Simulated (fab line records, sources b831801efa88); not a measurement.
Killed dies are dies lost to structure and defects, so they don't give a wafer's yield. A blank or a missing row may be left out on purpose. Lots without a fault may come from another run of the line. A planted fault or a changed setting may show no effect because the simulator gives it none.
Which tool did it? | flow gf180mcu | 24 lots, 72 wafers sampled, at 5 steps of a route of 602

WHAT THE GAUGES READ, wafer by wafer
GF_NWELL_TW_MEAS_11.
lot  | measured    | on            | NWELL_TW
L074 | day 3 06:34 | film_metro-02 | 1608 1620 1611
L075 | day 3 12:52 | film_metro-04 | 1610 1593 1589
L076 | day 3 18:38 | film_metro-03 | 1616 1624 1626
L077 | day 4 03:47 | film_metro-03 | 1621 1616 1625
L078 | day 4 07:52 | film_metro-04 | 1596 1584 1583
L079 | day 4 11:31 | film_metro-03 | 1614 1622 1610
L080 | day 4 19:25 | film_metro-04 | 1583 1594 1594
L081 | day 4 23:53 | film_metro-02 | 1594 1599 1592
L082 | day 5 02:26 | film_metro-04 | 1593 1594 1595
L083 | day 5 08:46 | film_metro-02 | 1599 1615 1609
L084 | day 5 15:10 | film_metro-03 | 1612 1623 1609
L085 | day 5 20:31 | film_metro-02 | 1605 1599 1606
L086 | day 6 03:11 | film_metro-02 | 1608 1606 1606
L087 | day 6 07:47 | film_metro-03 | 1603 1603 1603
L088 | day 6 12:26 | film_metro-04 | 1595 1604 1602
L089 | day 6 17:28 | film_metro-03 | 1602 1604 1601
L090 | day 7 00:40 | film_metro-02 | 1604 1606 1597
L091 | day 7 04:13 | film_metro-04 | 1594 1598 1596
L092 | day 7 12:32 | film_metro-02 | 1592 1596 1596
L093 | day 7 15:37 | film_metro-04 | 1591 1586 1581
L094 | day 7 21:02 | film_metro-04 | 1593 1589 1588
L095 | day 8 03:47 | film_metro-03 | 1594 1583 1603
L096 | day 8 08:46 | film_metro-02 | 1615 1611 1621
L097 | day 8 15:07 | film_metro-04 | 1586 1591 1590

GF_MVPSD_TW_MEAS_11.
lot  | measured     | on            | MVPSD_TW
L074 | day 5 00:24  | film_metro-04 | 558.2 557.9 559.3
L075 | day 5 07:24  | film_metro-04 | 560.4 559.4 557.6
L076 | day 5 12:39  | film_metro-02 | 562.6 566.5 565.2
L077 | day 5 23:27  | film_metro-03 | 565.3 563.9 565.5
L078 | day 6 03:43  | film_metro-04 | 562.2 560.6 561.4
L079 | day 6 07:38  | film_metro-04 | 562.5 557.3 560.4
L080 | day 6 17:00  | film_metro-03 | 566.5 563.2 563.3
L081 | day 6 20:23  | film_metro-02 | 562.4 563.4 563.3
L082 | day 7 00:19  | film_metro-02 | 564.0 561.6 562.2
L083 | day 7 07:14  | film_metro-04 | 557.6 559.6 561.0
L084 | day 7 14:22  | film_metro-04 | 551.9 554.9 558.8
L085 | day 7 18:59  | film_metro-03 | 562.9 559.6 561.3
L086 | day 8 03:30  | film_metro-02 | 565.2 567.6 564.7
L087 | day 8 08:42  | film_metro-04 | 560.7 561.4 562.2
L088 | day 8 12:25  | film_metro-03 | 561.7 558.0 561.9
L089 | day 8 18:26  | film_metro-03 | 565.4 563.9 562.0
L090 | day 9 03:05  | film_metro-04 | 559.8 561.5 560.0
L091 | day 9 06:56  | film_metro-02 | 563.0 561.3 562.0
L092 | day 9 15:11  | film_metro-04 | 562.7 561.4 560.1
L093 | day 9 18:20  | film_metro-04 | 561.2 564.3 564.5
L094 | day 10 01:19 | film_metro-03 | 563.7 562.1 559.4
L095 | day 10 08:56 | film_metro-02 | 562.4 563.1 561.8
L096 | day 10 14:44 | film_metro-04 | 558.9 564.9 561.2
L097 | day 10 21:20 | film_metro-04 | 564.5 562.3 563.6

GF_HV_LDD_THK_MEAS_55.
lot  | measured     | on            | HV_LDD_CVD_54_THK (nm)
L074 | day 12 10:23 | film_metro-02 | 9.82 9.98 10.01
L075 | day 12 19:57 | film_metro-04 | 9.82 9.96 9.95
L076 | day 13 04:24 | film_metro-02 | 10.06 10.12 10.05
L077 | day 13 15:59 | film_metro-04 | 10.10 10.06 10.04
L078 | day 14 01:18 | film_metro-02 | 9.88 9.99 9.91
L079 | day 14 07:53 | film_metro-04 | 10.27 10.07 10.16
L080 | day 14 18:57 | film_metro-04 | 10.06 9.93 9.94
L081 | day 14 22:20 | film_metro-04 | 10.07 10.21 10.15
L082 | day 15 09:26 | film_metro-02 | 10.28 10.19 10.06
L083 | day 15 14:59 | film_metro-04 | 10.00 10.04 10.06
L084 | day 15 23:56 | film_metro-03 | 10.10 10.06 10.10
L085 | day 16 06:29 | film_metro-03 | 10.01 9.94 9.93
L086 | day 16 18:13 | film_metro-02 | 9.83 9.78 9.83
L087 | day 16 21:53 | film_metro-03 | 9.88 9.87 9.74
L088 | day 17 06:08 | film_metro-04 | 9.81 9.81 9.94
L089 | day 17 16:38 | film_metro-04 | 10.20 10.30 10.13
L090 | day 17 23:01 | film_metro-03 | 9.72 9.75 9.68
L091 | day 18 08:19 | film_metro-04 | 9.91 9.99 9.94
L092 | day 18 17:53 | film_metro-03 | 9.98 9.91 10.01
L093 | day 19 02:04 | film_metro-04 | 9.96 10.05 9.93
L094 | day 19 08:25 | film_metro-02 | 10.08 10.01 9.96
L095 | day 19 19:01 | film_metro-02 | 9.99 9.93 10.07
L096 | day 20 01:55 | film_metro-04 | 10.10 10.06 10.08
L097 | day 20 10:27 | film_metro-03 | 9.83 9.84 9.72

GF_CONTACT_THK_MEAS_01.
lot  | measured     | on            | CONTACT_CVD_00_THK (nm)
L074 | day 15 03:35 | film_metro-02 | 297 297 297
L075 | day 15 14:06 | film_metro-04 | 301 300 303
L076 | day 15 23:50 | film_metro-04 | 301 305 304
L077 | day 16 12:50 | film_metro-03 | 296 298 299
L078 | day 16 23:03 | film_metro-04 | 306 299 302
L079 | day 17 05:38 | film_metro-02 | 298 293 299
L080 | day 17 19:06 | film_metro-04 | 302 306 299
L081 | day 17 20:58 | film_metro-03 | 307 304 301
L082 | day 18 11:23 | film_metro-04 | 298 299 295
L083 | day 18 16:54 | film_metro-02 | 300 304 306
L084 | day 19 01:29 | film_metro-02 | 308 306 300
L085 | day 19 10:34 | film_metro-02 | 302 303 302
L086 | day 19 22:33 | film_metro-04 | 304 302 297
L087 | day 20 02:00 | film_metro-02 | 299 303 303
L088 | day 20 10:15 | film_metro-03 | 299 302 300
L089 | day 20 19:56 | film_metro-04 | 305 303 304
L090 | day 21 05:19 | film_metro-02 | 306 303 304
L091 | day 21 13:34 | film_metro-04 | 300 297 298
L092 | day 21 23:03 | film_metro-04 | 303 295 303
L093 | day 22 07:07 | film_metro-04 | 301 296 300
L094 | day 22 12:29 | film_metro-02 | 295 303 299
L095 | day 22 22:25 | film_metro-03 | 304 304 295
L096 | day 23 05:08 | film_metro-02 | 295 295 291
L097 | day 23 14:38 | film_metro-02 | 304 303 305

GF_V1_THK_MEAS_01.
lot  | measured     | on            | V1_CVD_00_THK (nm)
L074 | day 17 02:22 | film_metro-02 | 612 601 601
L075 | day 17 15:04 | film_metro-02 | 591 600 596
L076 | day 18 00:40 | film_metro-03 | 589 612 594
L077 | day 18 13:49 | film_metro-02 | 604 599 603
L078 | day 19 01:53 | film_metro-03 | 607 599 602
L079 | day 19 08:27 | film_metro-03 | 594 598 600
L080 | day 20 00:15 | film_metro-02 | 615 601 603
L081 | day 20 00:48 | film_metro-02 | 597 596 595
L082 | day 20 15:05 | film_metro-01 | 615 608 612
L083 | day 20 20:26 | film_metro-01 | 598 598 602
L084 | day 21 05:20 | film_metro-01 | 596 598 602
L085 | day 21 14:50 | film_metro-01 | 599 610 601
L086 | day 22 02:10 | film_metro-01 | 601 613 600
L087 | day 22 04:52 | film_metro-03 | 602 609 594
L088 | day 22 13:51 | film_metro-02 | 598 599 605
L089 | day 22 21:59 | film_metro-02 | 599 598 602
L090 | day 23 07:17 | film_metro-01 | 609 597 600
L091 | day 23 15:21 | film_metro-02 | 599 608 604
L092 | day 23 23:49 | film_metro-03 | 610 606 602
L093 | day 24 08:02 | film_metro-02 | 606 600 595
L094 | day 24 11:53 | film_metro-01 | 612 601 610
L095 | day 24 21:54 | film_metro-03 | 598 596 608
L096 | day 25 04:49 | film_metro-02 | 600 587 594
L097 | day 25 13:29 | film_metro-02 | 590 596 602

WHICH TOOL RAN EACH LOT (tool, then ch and the chambers of the sampled wafers, then the start)
The record holds no process step before these readings.

WHAT THE TOOLS THEMSELVES READ (means of the sampled wafers that have a number; where no wafer has one, the mark that the record gives instead)
The record holds no such reading with a usual standard deviation.

THE ANSWER, worked out from the rows above alone
Rule: what is usual is taken from the lots themselves. Put in order of their means at a reading, lots are off if they are a third of the lots or fewer, leave a main group of 4 or more, and stand apart from it by a gap of 3 or more times the standard deviation of the main group's means; of several such gaps the widest counts. A main group whose means are all the same, to the digits that the tables above print for the reading, isn't used. A lot without any number at a reading at which 4 lots or more have one is off too. The other lots that the step has rows for count as sound. The gauges are gone through in route order, then the tools' own readings, and for those a lot's mean is taken as printed above. The first step at which some lot is off is used, and at that step the reading that is off furthest; a lot without a number counts as furthest.
No lot is off at any reading shown: from this, nothing can be told.

WHAT THE SIMULATOR HAD PUT IN
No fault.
